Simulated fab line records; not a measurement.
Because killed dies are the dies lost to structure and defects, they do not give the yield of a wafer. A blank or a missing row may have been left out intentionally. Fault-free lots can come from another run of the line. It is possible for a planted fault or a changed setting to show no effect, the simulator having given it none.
Matching of chambers -- flow sky130 -- SKY_VIA3_CMP_02 on cmp-02: 4 sister chambers
The step polishes SiO2. 18 wafers are shown with their chamber, then 9 later ones without.

## WAFERS, EACH WITH ITS CHAMBER
wafer,chamber,motor_current_A (A),slurry_filter_dp_kPa (kPa),retaining_ring_pressure_frac
L675.2,2,14.7,13.46,1.007
L675.4,1,12.0,13.46,0.999
L675.6,3,11.9,13.74,1.004
L678.1,1,11.9,13.70,1.000
L678.4,2,14.4,13.25,0.997
L678.6,3,11.8,13.37,0.992
L680.1,2,14.8,13.61,1.005
L680.4,0,13.9,13.83,1.009
L680.5,1,11.8,13.65,0.995
L683.2,3,12.4,13.57,1.001
L683.4,0,14.0,13.51,0.997
L683.5,2,14.9,13.35,0.998
L687.2,2,15.2,13.41,1.009
L687.4,3,12.8,13.47,0.998
L687.6,2,13.8,13.58,1.006
L688.3,2,14.5,13.71,0.991
L688.4,0,13.5,13.42,0.992
L688.6,2,14.5,13.64,0.995

SIGNATURES, as means of the wafers listed above
reading,chamber 0,chamber 1,chamber 2,chamber 3,scatter within a chamber
motor_current_A,13.800,11.900,14.600,12.225,0.379
slurry_filter_dp_kPa,13.5867,13.6033,13.5013,13.5375,0.164
retaining_ring_pressure_frac,0.99933,0.99800,1.00100,0.99875,0.00625
Rule: distance of a wafer from a chamber = root of the sum over the readings of ((wafer's reading minus chamber's mean) / reading's scatter) squared. If the next closest chamber is less than 2 further off than the closest, the wafer can't be placed; otherwise it belongs to the closest. How the scatter is found: for the shown wafers, subtract from each reading the mean of its chamber, square and add these, divide the total by (wafers less chambers), then take the root.

## WAFERS WITHOUT THEIR CHAMBER
wafer,motor_current_A (A),slurry_filter_dp_kPa (kPa),retaining_ring_pressure_frac
L690.2,12.0,13.76,0.999
L690.3,11.4,13.63,1.008
L690.4,14.0,13.56,0.989
L696.1,11.7,13.46,1.001
L696.4,12.5,13.71,0.988
L696.6,12.8,13.74,1.002
L697.2,14.2,13.44,0.992
L697.5,12.6,13.61,1.002
L697.6,11.8,13.72,0.998

## THE CHAMBER EACH PASSED THROUGH
wafer,from the rows above,in truth
L690.2,can't be placed: 1 or 3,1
L690.3,can't be placed: 1 or 3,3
L690.4,can't be placed: 0 or 2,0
L696.1,can't be placed: 1 or 3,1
L696.4,can't be placed: 3 or 1 or 0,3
L696.6,can't be placed: 3 or 1 or 0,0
L697.2,can't be placed: 0 or 2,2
L697.5,can't be placed: 3 or 1 or 0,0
L697.6,can't be placed: 1 or 3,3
Correctly placed: 0 of 9. Cannot be placed on the basis of these rows: 9; the candidates contain the true chamber in 9. Placed wrongly: 0.
